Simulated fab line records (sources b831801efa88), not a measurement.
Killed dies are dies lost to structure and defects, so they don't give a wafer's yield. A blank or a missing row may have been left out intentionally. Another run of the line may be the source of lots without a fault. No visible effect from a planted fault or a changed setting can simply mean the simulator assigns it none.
fab line records	flow sky130
record lots=24	wafers=72	last_day=51
route steps=708 shown VIA2@521 CAPM@551 VIA3@588 CAP2M@617 METAL4@629
lots that met no fault: from a run of the same line without faults
start_h: hours from the record's first day to the start of the lot's first wafer shown	wait_h: hours elapsed since this lot's preceding step	" identical to the entry in the row above	L1.1+2: one row covering several wafers at once	- no value, or no start was given	* or withheld: withheld	< > ~ a bound
route shown NAME@n: names a module that has steps shown in the file, with the first one's number in the route	usual: the fault-free wafers' mean and standard deviation	same: alike in all rows	chamber/n: place in a boat	sites: readings site by site	_std_site: how widely they spread, as a standard deviation	_edge_site: outer sites' mean less inner sites'	radius_mm: for every site, how far away it sits from the centre of the wafer	mask NAME#n: copy n	behind: the last tool/chamber to shape the wafer	hold: cause of the lot's hold/its duration in hours/its outcome	device: names the non-switching transistor (n, p or np)	end of line: the tests these same wafers got at the end of their route	for a step that has no rows: nothing shown but its recipe	killed: dies lost to structure and defects at the first sort, not the wafer's yield	map: dies across one wafer; x = killed, . = not, _ = none there
set.NAME: the setting the step ran with; set.NAME@STEP: the setting that earlier step ran with	model.NAME: the simulator's own value behind a step, which no gauge read
one table for each step of the route and one row for each wafer, over a sample of lots
services: a tool's chamber out of use, with start hour (start_h, from the record's first day; less than 0 if before it), hours out, and reason
## steps
# step SKY_VIA2_ETCH_14
# recipe chemistry=N2/H2	target=BARC	ion_energy_ev=200	source_w=500	bias_w=100	pressure_mtorr=30	n2_flow_sccm=100	h2_flow_sccm=200	stop_on=SiO2	time_s=45.9	target_depth_a=600
# usual drypump_motor_current_A=5.7/0.43	oes_product_au=0.855/0.005	throttle_valve_pct=13.225/0.0091
lot.wafer	tool	chamber	start_h	wait_h	drypump_motor_current_A	oes_product_au	rf_hours_counter_h	throttle_valve_pct
L074.1	rie_diel-04	1	855.76	0.0	6.3	0.853	7	13.235
L074.2	"	3	"	"	6.0	0.862	15	13.229
L074.3	"	0	"	"	4.8	0.858	7	13.217
L075.3	rie_diel-01	3	865.71	0.0	5.5	0.852	18	13.233
L075.5	"	3	"	"	5.5	0.853	-	13.219
L075.6	"	2	"	"	5.4	0.857	-	13.222
L076.2	rie_diel-04	2	870.26	0.0	6.4	0.858	1	13.224
L076.4	"	1	"	"	6.3	0.852	7	13.226
L076.5	"	3	"	"	6.0	0.857	-	13.233
L077.1	rie_diel-04	1	884.65	0.0	6.3	0.845	7	13.211
L077.2	"	2	"	"	6.4	0.858	1	13.227
L077.5	"	1	"	"	6.2	0.861	-	13.229
L079.1	rie_diel-01	2	903.81	0.0	5.4	0.857	12	13.228
L079.2	"	3	"	"	5.5	0.857	20	13.227
L079.5	"	1	"	"	5.5	0.846	-	13.225
L080.1	rie_diel-02	3	904.81	0.0	5.3	0.850	18	13.230
L080.2	"	2	"	"	6.1	0.858	10	13.239
L080.3	"	0	"	"	6.3	0.848	1	13.235
L078.1	rie_diel-04	2	905.01	0.0	6.4	0.847	2	13.222
L078.4	"	3	"	"	6.0	0.860	17	13.227
L078.6	"	0	"	"	4.8	0.867	-	13.235
L081.1	rie_diel-02	2	907.56	0.0	6.1	0.856	10	13.235
L081.3	"	1	"	"	5.7	0.859	4	13.236
L081.4	"	0	"	"	6.3	0.845	1	13.226
L082.1	rie_diel-02	0	926.46	0.0	6.3	0.855	2	13.217
L082.2	"	3	"	"	5.3	0.857	18	13.222
L082.4	"	1	"	"	5.8	0.858	4	13.244
L083.1	rie_diel-02	3	929.17	0.0	5.3	0.849	18	13.217
L083.4	"	2	"	"	6.1	0.855	10	13.219
L083.6	"	3	"	"	5.3	0.852	-	13.232
L085.2	rie_diel-01	0	934.16	0.0	5.7	0.860	2	13.229
L085.4	"	2	"	"	5.4	0.858	-	13.238
L085.5	"	3	"	"	5.5	0.844	-	13.231
L084.1	rie_diel-02	1	939.96	0.0	5.7	0.857	5	13.219
L084.3	"	3	"	"	5.3	0.848	18	13.217
L084.4	"	0	"	"	6.3	0.849	2	13.227
L086.2	rie_diel-01	2	944.21	0.0	5.4	0.849	14	13.217
L086.4	"	2	"	"	5.4	0.861	-	13.223
L086.5	"	0	"	"	5.7	0.855	-	13.235
L087.4	rie_diel-01	3	953.85	0.0	5.5	0.857	21	13.220
L087.5	"	2	"	"	5.4	0.853	-	13.237
L087.6	"	3	"	"	5.5	0.843	-	13.226
L088.1	rie_diel-01	3	958.96	0.0	5.5	0.858	22	13.234
L088.5	"	2	"	"	5.4	0.852	-	13.223
L088.6	"	1	"	"	5.5	0.849	-	13.196
L089.1	rie_diel-01	3	967.66	0.0	5.5	0.853	22	13.229
L089.5	"	2	"	"	5.4	0.849	-	13.240
L089.6	"	3	"	"	5.5	0.861	-	13.205
L090.2	rie_diel-01	2	974.10	0.0	5.4	0.862	15	13.227
L090.3	"	1	"	"	5.5	0.851	1	13.231
L090.4	"	0	"	"	5.8	0.859	4	13.229
L092.3	rie_diel-04	2	988.02	0.0	6.4	0.857	4	13.233
L092.5	"	3	"	"	6.0	0.860	-	13.213
L092.6	"	0	"	"	4.8	0.856	-	13.230
L091.1	rie_diel-02	0	993.55	0.0	6.3	0.863	4	13.235
L091.2	"	3	"	"	5.3	0.859	20	13.232
L091.4	"	1	"	"	5.7	0.850	6	13.216
L093.1	rie_diel-01	1	994.57	0.0	5.5	0.855	1	13.234
L093.5	"	0	"	"	5.7	0.856	-	13.208
L093.6	"	3	"	"	5.5	0.856	-	13.230
L094.1	rie_diel-04	3	1002.37	0.0	6.0	0.860	19	13.224
L094.2	"	1	"	"	6.3	0.853	10	13.226
L094.6	"	2	"	"	6.4	0.859	-	13.220
L096.1	rie_diel-02	2	1009.52	0.0	6.1	0.847	12	13.223
L096.3	"	0	"	"	6.3	0.863	4	13.231
L096.4	"	1	"	"	5.7	0.857	7	13.220
L095.1	rie_diel-02	1	1014.86	0.0	5.7	0.853	7	13.221
L095.2	"	3	"	"	5.3	0.850	21	13.228
L095.4	"	2	"	"	6.1	0.851	13	13.241
L097.1	rie_diel-02	3	1027.90	0.0	5.3	0.842	21	13.239
L097.5	"	3	"	"	5.3	0.845	-	13.220
L097.6	"	0	"	"	6.3	0.853	-	13.213
# step SKY_VIA2_RS_MEAS_22
# recipe thk_meas_gauge=four-point-probe	reads=W_of_VIA2_CVD_21+TiN_of_VIA2_SPUTTER_20
# usual VIA2_W_RS=0.256/0.0049
lot.wafer	tool	chamber	start_h	wait_h	VIA2_W_RS[ohm/sq]
L074.1	film_metro-04	-	856.65	0.1	0.248
L074.2	"	-	"	"	0.258
L074.3	"	-	"	"	0.251
L075.3	film_metro-04	-	866.64	0.1	0.244
L075.5	"	-	"	"	0.245
L075.6	"	-	"	"	0.257
L076.2	film_metro-01	-	871.17	0.1	0.254
L076.4	"	-	"	"	0.258
L076.5	"	-	"	"	0.258
L077.1	film_metro-01	-	885.58	0.1	0.255
L077.2	"	-	"	"	0.246
L077.5	"	-	"	"	0.244
L079.1	film_metro-01	-	904.71	0.1	0.257
L079.2	"	-	"	"	0.259
L079.5	"	-	"	"	0.257
L080.1	film_metro-04	-	905.70	0.1	0.256
L080.2	"	-	"	"	0.258
L080.3	"	-	"	"	0.255
L078.1	film_metro-02	-	905.94	0.1	0.259
L078.4	"	-	"	"	0.263
L078.6	"	-	"	"	0.260
L081.1	film_metro-01	-	908.50	0.1	0.258
L081.3	"	-	"	"	0.261
L081.4	"	-	"	"	0.258
L082.1	film_metro-01	-	927.35	0.1	0.260
L082.2	"	-	"	"	0.260
L082.4	"	-	"	"	0.262
L083.1	film_metro-04	-	930.06	0.1	0.262
L083.4	"	-	"	"	0.262
L083.6	"	-	"	"	0.261
L085.2	film_metro-01	-	935.08	0.1	0.259
L085.4	"	-	"	"	0.257
L085.5	"	-	"	"	0.258
L084.1	film_metro-02	-	940.86	0.1	0.256
L084.3	"	-	"	"	0.254
L084.4	"	-	"	"	0.256
L086.2	film_metro-02	-	945.12	0.1	0.261
L086.4	"	-	"	"	0.259
L086.5	"	-	"	"	0.262
L087.4	film_metro-01	-	954.83	0.1	0.260
L087.5	"	-	"	"	0.259
L087.6	"	-	"	"	0.258
L088.1	film_metro-04	-	959.86	0.1	0.257
L088.5	"	-	"	"	0.259
L088.6	"	-	"	"	0.253
L089.1	film_metro-04	-	968.55	0.1	0.261
L089.5	"	-	"	"	0.260
L089.6	"	-	"	"	0.260
L090.2	film_metro-02	-	975.02	0.1	0.256
L090.3	"	-	"	"	0.256
L090.4	"	-	"	"	0.247
L092.3	film_metro-01	-	988.96	0.1	0.257
L092.5	"	-	"	"	0.262
L092.6	"	-	"	"	0.259
L091.1	film_metro-02	-	994.44	0.1	0.245
L091.2	"	-	"	"	0.252
L091.4	"	-	"	"	0.244
L093.1	film_metro-02	-	995.45	0.1	0.258
L093.5	"	-	"	"	0.260
L093.6	"	-	"	"	0.259
L094.1	film_metro-04	-	1003.25	0.1	0.256
L094.2	"	-	"	"	0.260
L094.6	"	-	"	"	0.257
L096.1	film_metro-04	-	1010.45	0.1	0.254
L096.3	"	-	"	"	0.245
L096.4	"	-	"	"	0.253
L095.1	film_metro-01	-	1015.82	0.1	0.249
L095.2	"	-	"	"	0.253
L095.4	"	-	"	"	0.246
L097.1	film_metro-02	-	1028.79	0.1	0.255
L097.5	"	-	"	"	0.253
L097.6	"	-	"	"	0.250
# step SKY_CAPM_STRIP_14
# recipe chemistry=O2/N2	power_w=1400	pressure_mtorr=1500	platen_temp_c=withheld	o2_flow_sccm=3000	n2_flow_sccm=300	overash_fraction=0.5
# usual drypump_motor_current_A=6.1/0.38	oes_product_au=0.710/0.0044	strip_time_to_endpoint_s=12.64/0.043
lot.wafer	tool	chamber	start_h	wait_h	drypump_motor_current_A	oes_product_au	rf_hours_counter_h	strip_time_to_endpoint_s
L074.1	plasma_asher-03	0	883.87	0.1	5.8	0.711	14	12.61
L074.2	"	1	"	"	6.5	0.716	14	12.64
L074.3	"	1	"	"	6.5	0.714	-	12.61
L075.3	plasma_asher-03	1	893.35	0.1	6.5	0.716	-	12.65
L075.5	"	1	"	"	6.5	0.704	-	12.67
L075.6	"	0	"	"	5.8	0.711	-	12.59
L076.2	plasma_asher-02	0	897.42	0.1	6.3	0.708	75	12.64
L076.4	"	0	"	"	6.3	0.714	-	12.65
L076.5	"	0	"	"	6.4	0.713	-	12.65
L077.1	plasma_asher-03	1	912.07	0.1	6.5	0.704	17	12.64
L077.2	"	0	"	"	5.8	0.711	17	12.64
L077.5	"	1	"	"	6.5	0.709	-	12.68
L079.1	plasma_asher-04	1	930.22	0.1	6.2	0.706	49	12.67
L079.2	"	0	"	"	6.1	0.715	49	12.66
L079.5	"	0	"	"	6.1	0.711	-	12.64
L080.1	plasma_asher-04	1	931.37	0.1	6.2	0.708	49	12.68
L080.2	"	0	"	"	6.0	0.714	49	12.70
L080.3	"	0	"	"	6.1	0.716	-	12.72
L078.1	plasma_asher-04	0	932.00	0.1	6.1	0.706	50	12.66
L078.4	"	1	"	"	6.2	0.707	-	12.65
L078.6	"	1	"	"	6.2	0.704	-	12.67
L081.1	plasma_asher-04	0	933.85	0.1	6.0	0.712	50	12.66
L081.3	"	1	"	"	6.2	0.706	-	12.64
L081.4	"	0	"	"	6.1	0.709	-	12.68
L082.1	plasma_asher-03	1	953.22	0.1	6.5	0.710	21	12.63
L082.2	"	0	"	"	5.8	0.707	21	12.67
L082.4	"	0	"	"	5.8	0.710	-	12.60
L083.1	plasma_asher-02	1	955.67	0.1	5.2	0.716	80	12.60
L083.4	"	1	"	"	5.2	0.713	-	12.61
L083.6	"	0	"	"	6.4	0.714	-	12.59
L085.2	plasma_asher-02	0	960.82	0.1	6.3	0.714	81	12.63
L085.4	"	1	"	"	5.2	0.706	-	12.63
L085.5	"	1	"	"	5.2	0.709	-	12.65
L084.1	plasma_asher-04	0	966.37	0.1	6.0	0.709	53	12.63
L084.3	"	0	"	"	6.0	0.702	-	12.59
L084.4	"	1	"	"	6.2	0.704	-	12.61
L086.2	plasma_asher-04	0	970.57	0.1	6.1	0.713	54	12.66
L086.4	"	0	"	"	6.1	0.710	-	12.62
L086.5	"	0	"	"	6.1	0.705	-	12.63
L087.4	plasma_asher-04	1	979.95	0.1	6.2	0.709	-	12.65
L087.5	"	0	"	"	6.1	0.715	-	12.63
L087.6	"	1	"	"	6.2	0.713	-	12.65
L088.1	plasma_asher-02	0	984.97	0.1	6.4	0.715	84	12.65
L088.5	"	0	"	"	6.3	0.714	-	12.66
L088.6	"	1	"	"	5.2	0.713	-	12.64
L089.1	plasma_asher-04	1	993.57	0.1	6.2	0.709	56	12.73
L089.5	"	1	"	"	6.2	0.712	-	12.72
L089.6	"	0	"	"	6.1	0.710	-	12.72
L090.2	plasma_asher-03	0	1000.32	0.1	5.8	0.713	26	12.74
L090.3	"	0	"	"	5.8	0.711	-	12.69
L090.4	"	1	"	"	6.5	0.705	-	12.73
L092.3	plasma_asher-02	1	1012.90	0.1	5.2	0.713	-	12.63
L092.5	"	1	"	"	5.2	0.708	-	12.64
L092.6	"	0	"	"	6.4	0.710	-	12.68
L091.1	plasma_asher-03	0	1018.62	0.1	5.8	0.714	27	12.65
L091.2	"	1	"	"	6.5	0.712	27	12.66
L091.4	"	1	"	"	6.5	0.704	-	12.62
L093.1	plasma_asher-04	1	1019.72	0.1	6.3	0.712	58	12.60
L093.5	"	1	"	"	6.2	0.707	-	12.65
L093.6	"	0	"	"	6.1	0.712	-	12.58
L094.1	plasma_asher-03	0	1027.57	0.1	5.8	0.706	28	12.56
L094.2	"	1	"	"	6.5	0.706	28	12.59
L094.6	"	0	"	"	5.8	0.705	-	12.60
L096.1	plasma_asher-04	1	1034.62	0.1	6.2	0.709	60	12.70
L096.3	"	1	"	"	6.2	0.711	-	12.71
L096.4	"	0	"	"	6.1	0.709	-	12.68
L095.1	plasma_asher-03	1	1039.17	0.1	6.5	0.709	29	12.53
L095.2	"	0	"	"	5.8	0.706	29	12.53
L095.4	"	1	"	"	6.5	0.706	-	12.57
L097.1	plasma_asher-03	0	1052.12	0.1	5.8	0.710	31	12.67
L097.5	"	0	"	"	5.8	0.700	-	12.66
L097.6	"	1	"	"	6.5	0.706	-	12.68
# step SKY_VIA3_ETCH_15
# recipe target=SiO2	chemistry=C4F8/O2/Ar	target_depth_nm=507	stop_on=TiN	mask_material=KrF-thick	source_w=1500	bias_w=1200	pressure_mtorr=40	c4f8_flow_sccm=withheld	O2_flow_sccm=6	Ar_flow_sccm=300	time_s=78
# usual oes_product_au=0.946/0.0046
lot.wafer	tool	chamber	start_h	wait_h	oes_product_au	rf_hours_counter_h
L074.1	rie_diel-02	0	937.00	0.0	0.944	2
L074.2	"	2	"	"	0.940	10
L074.3	"	3	"	"	0.956	18
L075.3	rie_diel-02	1	945.65	0.0	0.952	5
L075.5	"	0	"	"	0.946	-
L075.6	"	1	"	"	0.951	-
L076.2	rie_diel-03	3	949.75	0.0	0.956	13
L076.4	"	2	"	"	0.942	11
L076.5	"	2	"	"	0.951	-
L077.1	rie_diel-02	0	963.55	0.0	0.953	3
L077.2	"	3	"	"	0.940	19
L077.5	"	2	"	"	0.956	-
L079.1	rie_diel-02	3	980.80	0.0	0.938	20
L079.2	"	1	"	"	0.943	6
L079.5	"	1	"	"	0.946	-
L080.1	rie_diel-02	3	981.75	0.0	0.945	20
L080.2	"	1	"	"	0.942	6
L080.3	"	0	"	"	0.944	3
L078.1	rie_diel-01	1	982.59	0.0	0.944	1
L078.4	"	2	"	"	0.943	15
L078.6	"	2	"	"	0.947	-
L081.1	rie_diel-01	1	985.15	0.0	0.949	1
L081.3	"	0	"	"	0.951	4
L081.4	"	3	"	"	0.944	22
L082.1	rie_diel-01	1	1003.75	0.0	0.948	2
L082.2	"	2	"	"	0.948	16
L082.4	"	0	"	"	0.941	5
L083.1	rie_diel-03	0	1005.85	0.0	0.949	17
L083.4	"	3	"	"	0.946	14
L083.6	"	2	"	"	0.951	-
L085.2	rie_diel-01	1	1011.05	0.0	0.937	2
L085.4	"	2	"	"	0.949	16
L085.5	"	2	"	"	0.951	-
L084.1	rie_diel-01	1	1016.94	0.0	0.944	2
L084.3	"	3	"	"	0.949	24
L084.4	"	2	"	"	0.947	16
L086.2	rie_diel-03	1	1021.15	0.0	0.950	14
L086.4	"	3	"	"	0.947	15
L086.5	"	0	"	"	0.951	-
L087.4	rie_diel-02	0	1029.45	0.0	0.949	5
L087.5	"	1	"	"	0.940	-
L087.6	"	2	"	"	0.945	-
L088.1	rie_diel-03	1	1032.99	0.0	0.944	14
L088.5	"	2	"	"	0.954	-
L088.6	"	1	"	"	0.948	-
L089.1	rie_diel-02	3	1042.50	0.0	0.941	22
L089.5	"	3	"	"	0.948	-
L089.6	"	0	"	"	0.948	-
L090.2	rie_diel-02	0	1048.44	0.0	0.944	5
L090.3	"	2	"	"	0.947	14
L090.4	"	1	"	"	0.952	8
L092.3	rie_diel-01	0	1060.59	0.0	0.947	8
L092.5	"	0	"	"	0.949	-
L092.6	"	1	"	"	0.947	-
L091.1	rie_diel-02	3	1066.45	0.0	0.947	23
L091.2	"	2	"	"	0.947	15
L091.4	"	0	"	"	0.938	6
L093.1	rie_diel-01	0	1066.75	0.0	0.945	8
L093.5	"	3	"	"	0.951	-
L093.6	"	0	"	"	0.946	-
L094.1	rie_diel-02	2	1074.15	0.0	0.949	15
L094.2	"	1	"	"	0.955	9
L094.6	"	1	"	"	0.952	-
L096.1	rie_diel-01	3	1081.65	0.0	0.945	27
L096.3	"	1	"	"	0.934	5
L096.4	"	2	"	"	0.943	19
L095.1	rie_diel-01	1	1085.40	0.0	0.941	5
L095.2	"	0	"	"	0.944	9
L095.4	"	0	"	"	0.944	-
L097.1	rie_diel-02	0	1096.40	0.0	0.948	7
L097.5	"	3	"	"	0.945	-
L097.6	"	0	"	"	0.947	-
# step SKY_CAP2M_STRIP_14
# recipe chemistry=O2/N2	power_w=1400	pressure_mtorr=1500	platen_temp_c=withheld	o2_flow_sccm=3000	n2_flow_sccm=300	overash_fraction=0.5
# usual drypump_motor_current_A=6.0/0.43	oes_product_au=0.711/0.0045	strip_time_to_endpoint_s=12.65/0.04
lot.wafer	tool	chamber	start_h	wait_h	drypump_motor_current_A	oes_product_au	rf_hours_counter_h	strip_time_to_endpoint_s
L074.1	plasma_asher-02	1	963.61	0.1	5.2	0.707	81	12.62
L074.2	"	0	"	"	6.4	0.710	81	12.67
L074.3	"	0	"	"	6.3	0.705	-	12.61
L075.3	plasma_asher-03	1	971.51	0.1	6.5	0.710	-	12.74
L075.5	"	0	"	"	5.8	0.717	-	12.73
L075.6	"	1	"	"	6.5	0.711	-	12.73
L076.2	plasma_asher-02	1	975.61	0.1	5.2	0.710	83	12.66
L076.4	"	1	"	"	5.2	0.713	-	12.63
L076.5	"	0	"	"	6.3	0.718	-	12.65
L077.1	plasma_asher-01	0	989.07	0.1	6.1	0.708	113	12.71
L077.2	"	1	"	"	5.9	0.711	113	12.67
L077.5	"	0	"	"	6.2	0.703	-	12.62
L079.1	plasma_asher-02	1	1006.51	0.1	5.2	0.709	86	12.63
L079.2	"	0	"	"	6.4	0.706	86	12.67
L079.5	"	1	"	"	5.2	0.707	-	12.68
L080.1	plasma_asher-01	1	1006.67	0.1	5.9	0.707	115	12.71
L080.2	"	0	"	"	6.2	0.709	115	12.71
L080.3	"	0	"	"	6.2	0.705	-	12.65
L078.1	plasma_asher-03	0	1007.29	0.2	5.8	0.712	26	12.59
L078.4	"	0	"	"	5.8	0.711	-	12.58
L078.6	"	0	"	"	5.8	0.706	-	12.61
L081.1	plasma_asher-03	0	1010.77	0.1	5.8	0.709	27	12.69
L081.3	"	0	"	"	5.8	0.711	-	12.67
L081.4	"	1	"	"	6.5	0.713	-	12.72
L082.1	plasma_asher-03	1	1028.77	0.1	6.5	0.710	28	12.66
L082.2	"	0	"	"	5.8	0.717	28	12.62
L082.4	"	0	"	"	5.8	0.711	-	12.66
L083.1	plasma_asher-03	1	1030.52	0.1	6.5	0.709	29	12.68
L083.4	"	1	"	"	6.5	0.708	-	12.65
L083.6	"	0	"	"	5.8	0.707	-	12.68
L085.2	plasma_asher-03	1	1035.77	0.1	6.5	0.712	29	12.66
L085.4	"	1	"	"	6.5	0.711	-	12.67
L085.5	"	1	"	"	6.5	0.718	-	12.66
L084.1	plasma_asher-03	1	1041.67	0.1	6.5	0.712	30	12.58
L084.3	"	1	"	"	6.5	0.713	-	12.56
L084.4	"	0	"	"	5.8	0.711	-	12.58
L086.2	plasma_asher-03	1	1046.11	0.1	6.5	0.710	30	12.60
L086.4	"	0	"	"	5.8	0.711	-	12.62
L086.5	"	0	"	"	5.8	0.704	-	12.60
L087.4	plasma_asher-01	0	1053.64	0.1	6.2	0.708	-	12.66
L087.5	"	0	"	"	6.2	0.716	-	12.71
L087.6	"	1	"	"	5.9	0.713	-	12.65
L088.1	plasma_asher-03	0	1057.26	0.1	5.8	0.701	31	12.61
L088.5	"	0	"	"	5.8	0.714	-	12.62
L088.6	"	1	"	"	6.5	0.714	-	12.63
L089.1	plasma_asher-03	1	1066.46	0.1	6.5	0.702	32	12.66
L089.5	"	1	"	"	6.5	0.713	-	12.63
L089.6	"	0	"	"	5.8	0.706	-	12.62
L090.2	plasma_asher-01	0	1071.32	0.1	6.1	0.711	0	12.68
L090.3	"	1	"	"	5.9	0.713	-	12.59
L090.4	"	0	"	"	6.2	0.702	-	12.67
L092.3	plasma_asher-01	0	1083.36	0.1	6.2	0.715	-	12.72
L092.5	"	1	"	"	5.9	0.713	-	12.66
L092.6	"	0	"	"	6.2	0.710	-	12.66
L091.1	plasma_asher-01	0	1088.92	0.1	6.2	0.706	2	12.68
L091.2	"	1	"	"	5.9	0.715	2	12.67
L091.4	"	0	"	"	6.2	0.713	-	12.68
L093.1	plasma_asher-02	1	1089.22	0.1	5.2	0.708	94	12.68
L093.5	"	0	"	"	6.3	0.706	-	12.62
L093.6	"	1	"	"	5.2	0.707	-	12.62
L094.1	plasma_asher-02	0	1096.70	0.1	6.3	0.712	95	12.69
L094.2	"	1	"	"	5.2	0.706	95	12.59
L094.6	"	0	"	"	6.4	0.705	-	12.63
L096.1	plasma_asher-02	1	1103.36	0.1	5.2	0.714	96	12.61
L096.3	"	1	"	"	5.2	0.714	-	12.66
L096.4	"	0	"	"	6.4	0.709	-	12.66
L095.1	plasma_asher-03	1	1107.87	0.1	6.5	0.707	37	12.66
L095.2	"	0	"	"	5.8	0.712	37	12.65
L095.4	"	1	"	"	6.5	0.710	-	12.63
L097.1	plasma_asher-02	1	1118.26	0.1	5.2	0.713	97	12.63
L097.5	"	1	"	"	5.2	0.710	-	12.71
L097.6	"	0	"	"	6.3	0.711	-	12.65
# step SKY_METAL4_CD_MEAS_13
# recipe target_cd_nm=300
# usual cd_nm=299.8/1.5
lot.wafer	tool	chamber	start_h	wait_h	cd_nm
L074.1	cd_sem-02	-	987.30	-	298.6
L074.2	"	-	"	"	298.9
L074.3	"	-	"	"	298.5
L075.3	cd_sem-02	-	995.64	-	299.2
L075.5	"	-	"	"	301.3
L075.6	"	-	"	"	300.2
L076.2	cd_sem-01	-	999.92	-	298.7
L076.4	"	-	"	"	298.7
L076.5	"	-	"	"	296.8
L077.1	cd_sem-01	-	1012.45	-	299.7
L077.2	"	-	"	"	298.7
L077.5	"	-	"	"	299.4
L079.1	cd_sem-01	-	1030.11	-	299.5
L079.2	"	-	"	"	298.9
L079.5	"	-	"	"	298.8
L080.1	cd_sem-02	-	1030.70	-	296.9
L080.2	"	-	"	"	298.1
L080.3	"	-	"	"	296.1
L078.1	cd_sem-02	-	1031.40	-	298.4
L078.4	"	-	"	"	297.9
L078.6	"	-	"	"	298.2
L081.1	cd_sem-01	-	1034.40	-	300.7
L081.3	"	-	"	"	300.9
L081.4	"	-	"	"	301.0
L082.1	cd_sem-02	-	1051.65	-	297.8
L082.2	"	-	"	"	297.9
L082.4	"	-	"	"	298.6
L083.1	cd_sem-02	-	1053.16	-	299.1
L083.4	"	-	"	"	298.6
L083.6	"	-	"	"	300.0
L085.2	cd_sem-02	-	1059.22	-	301.4
L085.4	"	-	"	"	302.8
L085.5	"	-	"	"	302.4
L084.1	cd_sem-01	-	1063.95	-	301.7
L084.3	"	-	"	"	301.8
L084.4	"	-	"	"	301.9
L086.2	cd_sem-02	-	1068.17	-	298.3
L086.4	"	-	"	"	298.2
L086.5	"	-	"	"	299.0
L087.4	cd_sem-02	-	1075.71	-	300.9
L087.5	"	-	"	"	301.2
L087.6	"	-	"	"	301.9
L088.1	cd_sem-01	-	1079.20	-	299.9
L088.5	"	-	"	"	299.5
L088.6	"	-	"	"	299.1
L089.1	cd_sem-01	-	1088.45	-	300.2
L089.5	"	-	"	"	298.8
L089.6	"	-	"	"	298.9
L090.2	cd_sem-02	-	1092.73	-	296.8
L090.3	"	-	"	"	298.8
L090.4	"	-	"	"	298.7
L092.3	cd_sem-02	-	1104.79	-	300.8
L092.5	"	-	"	"	299.5
L092.6	"	-	"	"	300.3
L091.1	cd_sem-02	-	1109.70	-	300.8
L091.2	"	-	"	"	299.2
L091.4	"	-	"	"	299.6
L093.1	cd_sem-02	-	1111.30	-	297.8
L093.5	"	-	"	"	297.7
L093.6	"	-	"	"	297.2
L094.1	cd_sem-02	-	1117.55	-	301.7
L094.2	"	-	"	"	302.0
L094.6	"	-	"	"	300.9
L096.1	cd_sem-01	-	1124.10	-	302.4
L096.3	"	-	"	"	300.9
L096.4	"	-	"	"	303.0
L095.1	cd_sem-02	-	1128.85	-	301.5
L095.2	"	-	"	"	302.0
L095.4	"	-	"	"	301.1
L097.1	cd_sem-01	-	1138.65	-	298.6
L097.5	"	-	"	"	300.0
L097.6	"	-	"	"	299.4
## services
tool	chamber	start_h	hours	kind
rie_diel-03	2	834.76	3.8	repair
rie_diel-04	0	835.45	6.8	repair
rie_diel-03	3	843.83	11.1	repair
plasma_asher-04	-	846.72	2.0	repair
rie_diel-02	-	858.37	0.4	repair
rie_diel-01	0	865.99	36.1	repair
plasma_asher-04	-	867.82	10.3	repair
rie_diel-01	-	879.33	0.6	repair
rie_diel-03	-	887.69	2.8	pm
plasma_asher-04	-	914.48	2.8	pm
rie_diel-02	0	964.16	5.6	repair
plasma_asher-01	-	967.37	3.0	repair
rie_diel-01	-	969.94	0.6	repair
rie_diel-01	-	971.82	0.6	repair
rie_diel-02	2	978.31	6.6	repair
rie_diel-01	2	1033.71	3.0	repair
rie_diel-04	-	1045.92	14.6	pm
plasma_asher-01	-	1055.25	9.0	pm
plasma_asher-01	-	1064.25	2.8	pm
rie_diel-04	2	1073.11	2.2	repair
plasma_asher-04	-	1076.60	5.4	repair
rie_diel-01	2	1082.61	12.5	repair
plasma_asher-04	-	1086.10	2.4	repair
plasma_asher-01	-	1099.30	2.7	repair
## key
fault none
